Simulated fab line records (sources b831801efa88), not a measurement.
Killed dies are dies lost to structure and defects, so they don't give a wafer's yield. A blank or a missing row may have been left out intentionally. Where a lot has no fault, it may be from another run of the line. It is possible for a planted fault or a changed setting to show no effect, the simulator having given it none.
Which tool was responsible?	flow gf180mcu	28 wafers from 10 lots sampled at 6 of the route's 602 steps

== WHAT EACH GAUGE READ, for each wafer ==
GF_V1_BOW_MEAS_05. Usual: for V1_BOW the level is 83 um and the standard deviation is 7.3.
lot	measured	on	V1_BOW (um)	flag
L538	day 18 06:52	film_metro-03	80 93 81	
L539	day 18 20:19	film_metro-03	76 95 76	
L540	day 19 07:29	film_metro-03	79 90 90	
L541	day 19 12:29	film_metro-02	78 85 77	
L547	day 22 08:21	film_metro-01	83 69	
L549	day 23 04:45	film_metro-03	90 90	
L552	day 23 17:56	film_metro-02	84 69 81	
L555	day 24 15:19	film_metro-01	88 83 81	
L556	day 24 19:38	film_metro-03	84 89 90	
L557	day 25 03:20	film_metro-03	62 69 91	

GF_MIM_RS_MEAS_10: measurement is done with a four-point probe. Usual: for MIM_ALCU_RS the level is 0.1604 ohm/sq and the standard deviation is 0.0015.
lot	measured	on	MIM_ALCU_RS (ohm/sq)	flag
L538	day 25 13:10	film_metro-01	0.1602 0.1594 0.1613	
L539	day 26 03:38	film_metro-04	0.1610 0.1575 0.1608	
L540	day 26 13:08	film_metro-01	0.1605 0.1606 0.1600	
L541	day 26 16:04	film_metro-01	0.1593 0.1594 0.1608	
L547	day 29 01:41	film_metro-03	0.1602 0.2633 0.1600 0.2641	OFF
L549	day 29 18:23	film_metro-04	0.2635 0.1587 0.2635 0.1587	OFF
L552	day 30 07:20	film_metro-01	0.1608 0.1595 0.1597	
L555	day 30 22:46	film_metro-03	0.1597 0.1609 0.1592	
L556	day 31 03:25	film_metro-04	0.1624 0.1626 0.1618	
L557	day 31 12:18	film_metro-01	0.1604 0.1615 0.1613	

GF_MIM_THK_MEAS_11: measures by xrf. Usual: for MIM_ALCU_THK the level is 199.7 nm and the standard deviation is 1.9.
lot	measured	on	MIM_ALCU_THK (nm)	flag
L538	day 25 13:17	film_metro-01	199.4 199.3 198.0	
L539	day 26 03:44	film_metro-04	198.3 202.8 198.6	
L540	day 26 13:14	film_metro-01	198.4 198.6 200.3	
L541	day 26 16:10	film_metro-01	202.1 201.7 199.6	
L547	day 29 09:18	film_metro-03	200.3 125.1 200.5 124.4	OFF
L549	day 29 20:59	film_metro-04	126.6 202.7 126.4 204.4	OFF
L552	day 30 07:27	film_metro-01	198.6 199.8 200.6	
L555	day 30 22:53	film_metro-03	201.2 199.4 201.2	
L556	day 31 03:32	film_metro-04	199.7 199.7 199.2	
L557	day 31 12:25	film_metro-01	198.9 196.7 196.2	

== EACH LOT AND THE TOOL THAT RAN IT (in order: tool; ch and the chambers of the sampled wafers; start) ==
lot	GF_V1_ETCH_16	GF_V3_SPUTTER_21	GF_MIM_SPUTTER_08
L538	rie_diel-04 ch 0,3, day 19 07:13	pvd_sputter-03, day 23 12:46	pvd_sputter-02, day 25 13:07
L539	rie_diel-03 ch 1,2,3, day 19 21:25	pvd_sputter-02, day 24 02:28	pvd_sputter-04, day 26 03:34
L540	rie_diel-04 ch 1,3, day 20 08:20	pvd_sputter-01, day 24 13:37	pvd_sputter-04, day 26 12:53
L541	rie_diel-04 ch 0,1,3, day 20 12:58	pvd_sputter-02, day 24 17:14	pvd_sputter-02, day 26 15:59
L547	rie_diel-04 ch 0, day 23 07:08	pvd_sputter-01, day 27 05:53	pvd_sputter-02, day 29 01:34
L549	rie_diel-02 ch 0,1, day 24 03:14	pvd_sputter-03, day 27 23:34	pvd_sputter-02, day 29 18:16
L552	rie_diel-03 ch 0,2,3, day 24 17:14	pvd_sputter-02, day 28 12:27	pvd_sputter-04, day 30 07:16
L555	rie_diel-02 ch 0,1, day 25 13:16	pvd_sputter-02, day 29 06:10	pvd_sputter-04, day 30 22:43
L556	rie_diel-03 ch 0,1,2, day 25 17:25	pvd_sputter-03, day 29 10:16	pvd_sputter-03, day 31 03:21
L557	rie_diel-04 ch 0,2, day 26 00:28	pvd_sputter-03, day 29 15:13	pvd_sputter-04, day 31 12:15
- GF_V1_ETCH_16: etches BARC in N2/H2.
- GF_V3_SPUTTER_21: material Ti, target thk 15 nm, time 80.02 s.
- GF_MIM_SPUTTER_08: material AlCu, target thk 200 nm, time 10.6 s.

== WHAT THE TOOLS THEMSELVES READ (means of the sampled wafers that have a number; where no wafer has one, the mark that the record gives instead) ==
GF_V1_ETCH_16. Usual: drypump_motor_current_A 5.6 A, standard deviation 0.36; oes_product_au 0.854 a.u., standard deviation 0.0046; throttle_valve_pct 13.224 %, standard deviation 0.0089.
lot	tool	drypump_motor_current_A (A)	oes_product_au (a.u.)	throttle_valve_pct (%)	flag
L538	rie_diel-04	5.1	0.852	13.217	
L539	rie_diel-03	5.5	0.855	13.227	
L540	rie_diel-04	5.2	0.852	13.234	
L541	rie_diel-04	5.3	0.849	13.223	
L547	rie_diel-04	5.5	0.857	13.227	
L549	rie_diel-02	5.8	0.859	13.229	
L552	rie_diel-03	5.7	0.857	13.218	
L555	rie_diel-02	5.9	0.854	13.225	
L556	rie_diel-03	5.8	0.858	13.231	
L557	rie_diel-04	5.8	0.854	13.228	

GF_V3_SPUTTER_21. Usual: substrate_temp_c 200.01 C, standard deviation 0.14; throttle_valve_pct 30.2 %, standard deviation 1.
lot	tool	substrate_temp_c (C)	throttle_valve_pct (%)	flag
L538	pvd_sputter-03	200.08	31.1	
L539	pvd_sputter-02	199.99	29.3	
L540	pvd_sputter-01	200.01	30.7	
L541	pvd_sputter-02	200.00	29.8	
L547	pvd_sputter-01	200.11	30.3	
L549	pvd_sputter-03	200.12	31.1	
L552	pvd_sputter-02	200.09	29.3	
L555	pvd_sputter-02	200.07	28.8	
L556	pvd_sputter-03	200.11	31.1	
L557	pvd_sputter-03	200.08	31.1	

GF_MIM_SPUTTER_08. Usual: throttle_valve_pct at 29.8 %, with a standard deviation of 1.3.
lot	tool	throttle_valve_pct (%)	flag
L538	pvd_sputter-02	29.7	
L539	pvd_sputter-04	29.9	
L540	pvd_sputter-04	28.6	
L541	pvd_sputter-02	29.4	
L547	pvd_sputter-02	30.2	
L549	pvd_sputter-02	29.0	
L552	pvd_sputter-04	29.0	
L555	pvd_sputter-04	29.6	
L556	pvd_sputter-03	31.1	
L557	pvd_sputter-04	29.4	

== THE ANSWER, worked out from the rows above alone ==
Rule: a lot counts as off when the mean over its wafers that have a number is more than 3 standard deviations away from the usual mean. Also off: a lot with no number at a reading for which 4 or more lots have one. Any other lot the step has rows for is counted as sound. After the gauges, taken in route order, come the tools' own readings; for these a lot's mean is taken, as printed above. At the first step where some lot is off, the reading lying furthest off is the one used; lots without a number count as furthest.
Off: L547, L549, at GF_MIM_RS_MEAS_10 (MIM_ALCU_RS).
If a tool, at a process step before that reading, ran all the lots that are off and no sound lot after the first of them, it fits. Gauges at GF_MIM_RS_MEAS_10: tried the same way as those tools. One fits: pvd_sputter-02 at GF_MIM_SPUTTER_08. A fault onset in the window from L541 (day 26 15:59, its last sound lot) to L547 (day 29 01:34, its first lot off) fits.

== WHAT HAD BEEN PUT IN BY THE SIMULATOR ==
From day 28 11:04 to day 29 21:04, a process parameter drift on pvd_sputter-02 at GF_MIM_SPUTTER_08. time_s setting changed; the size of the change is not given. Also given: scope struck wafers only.
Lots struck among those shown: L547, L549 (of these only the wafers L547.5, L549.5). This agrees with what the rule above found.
